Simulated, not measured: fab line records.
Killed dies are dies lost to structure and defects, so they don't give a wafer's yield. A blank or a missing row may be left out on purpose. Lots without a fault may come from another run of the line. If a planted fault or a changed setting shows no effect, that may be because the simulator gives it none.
A struck lot beside a sound one :: flow sky130 :: 16 steps out of a route of 708
Sound: these wafers, L620.4, L620.5, L620.6. Wafers struck: L630.3, L630.5, L630.6. Last of all comes the cause.
At each step with rows: each side's tool, then ch and its chambers, then its first start. Under that, the readings that differ: sound wafers :: struck wafers :: difference of the means :: sigmas: that difference in standard deviations of wafers without a fault.
alike: readings with means less than 2 such deviations apart, plus words and numbers identical on both sides. not compared: withheld readings, readings lacking a value on some wafer, bounds such as >300 that could conceal the same value, and numbers that have no deviation in the record and whose values overlap.
The two part at a step that has a row with sigmas, a row that says differs or no value, or rows on one side only. When numbers do not overlap yet have no deviation, they are printed without sigmas and do not part them. A reading missing from all wafers of one side parts the sides only when that side holds two or more wafers.

first, 2 steps without rows for these wafers: SKY_METAL4_PEB_11; SKY_METAL4_DEVELOP_12 (develop time 60 s).
SKY_METAL4_CD_MEAS_13: the cd target is 300 nm.
  sound: cdSem-01 at day 43 19:31; struck: cdSem-01 at day 46 07:20
  alike: cdNm
SKY_METAL4_OVL_MEAS_14:
  sound: overlay-02 at day 43 19:36; struck: overlay-02 at day 46 07:26
  alike: METAL4_OVL
SKY_METAL4_DESCUM_15: chemistry O2, time 8 s.
  sound on rieMetal-01 ch 0,1, day 43 19:38; struck on rieMetal-04 ch 0,1, day 46 07:28
reading: drypumpMotorCurrentA (A)
sound: 5.2 5.1 5.6
struck: 6.5 6.5 5.7
difference: +0.9
sigmas: +2
  alike: oesProductAu, rfFwdPowerW, tempC
  not compared: rfHoursCounterH
SKY_METAL4_ETCH_16: etches BARC in N2/H2, stops on SiO2, time 88.2 s, target depth 60 nm.
  sound on rieMetal-01 ch 0,1, day 43 19:41; struck on rieMetal-04 ch 0,1, day 46 07:31
reading: biasW (W)
sound: 100.19 100.10 100.40
struck: 99.42 99.61 99.85
difference: -0.60
sigmas: -2

reading: drypumpMotorCurrentA (A)
sound: 5.2 5.2 5.6
struck: 6.5 6.5 5.7
difference: +0.9
sigmas: +2
  alike: oesProductAu, rfFwdPowerW, throttleValvePct
  not compared: rfHoursCounterH
SKY_METAL4_ETCH_17: etches SiO2 in C4F8/O2/Ar, stops on TiN, time 3.9 s, target depth 15 nm.
  sound on rieDiel-02 ch 1,2, day 43 19:45; struck on rieDiel-01 ch 0,1,3, day 46 07:35
  alike: biasW, oesProductAu, rfFwdPowerW
  not compared: rfHoursCounterH
SKY_METAL4_METAL_ETCH_18: etches the open film in Cl2/BCl3, stops on SiO2, target depth 845 nm, time 183.1 s.
  sound on rieMetal-04 ch 0,1, day 43 19:50; struck on rieMetal-03 ch 0,1, day 46 07:40
  alike: biasW, drypumpMotorCurrentA, oesProductAu, rfFwdPowerW, throttleValvePct
  not compared: rfHoursCounterH
SKY_METAL4_STRIP_19: strips in O2/N2.
  sound on plasmaAsher-04 ch 0,1, day 43 19:59; struck on plasmaAsher-03 ch 0,1, day 46 07:49
  alike: drypumpMotorCurrentA, oesProductAu, stripTimeToEndpointS
  not compared: rfHoursCounterH
then, 3 steps without rows for these wafers: SKY_METAL4_STRIP_20 (strips in post etch residue remover, time 1200 s); SKY_METAL4_CLEAN_21 (cleans in IPA, time 180 s); SKY_METAL4_CLEAN_22 (cleans in O3/DIW).
SKY_VIA4_HDPCVD_00: deposits SiO2, target thk 1750 nm, time 291.7 s.
  sound on hdpcvd-02 ch 0,1,2, day 43 20:38; struck on hdpcvd-01 ch 1,2, day 46 08:22
reading: sih4FlowSccm (sccm)
sound: 59.83 60.11 59.89
struck: 90.53 90.34 90.01
difference: +30.35
sigmas: +99 or more

reading: model.SiO2_of_VIA4_HDPCVD_00.thkNm (nm)
sound: 1753 1800 1747
struck: 2646 2658 2601
difference: +868
sigmas: 
SKY_VIA4_THK_MEAS_01:
  sound: filmMetro-03 at day 43 20:45; struck: filmMetro-03 at day 46 08:34
reading: VIA4_HDPCVD_THK (nm)
sound: 1753 1801 1745
struck: 2646 2658 2601
difference: +869
sigmas: +38
then, 1 step without rows for these wafers: SKY_VIA4_CMP_02 (polishes SiO2).
-- the record jumps here: 3 days lie between the struck wafers' starts before and after (it left off in module VIA4 and takes up again in module PAD_OPEN, whose first step shown is number 708 of the route) --
SKY_PAD_OPEN_PROBE_99:
  only the struck wafers here have rows in the record (prober-02, day 49 19:13); the sound ones have none

WHERE THEY PART
Earliest at SKY_METAL4_DESCUM_15; latest, in this record, at SKY_PAD_OPEN_PROBE_99.

WHY: what had been put in by the simulator
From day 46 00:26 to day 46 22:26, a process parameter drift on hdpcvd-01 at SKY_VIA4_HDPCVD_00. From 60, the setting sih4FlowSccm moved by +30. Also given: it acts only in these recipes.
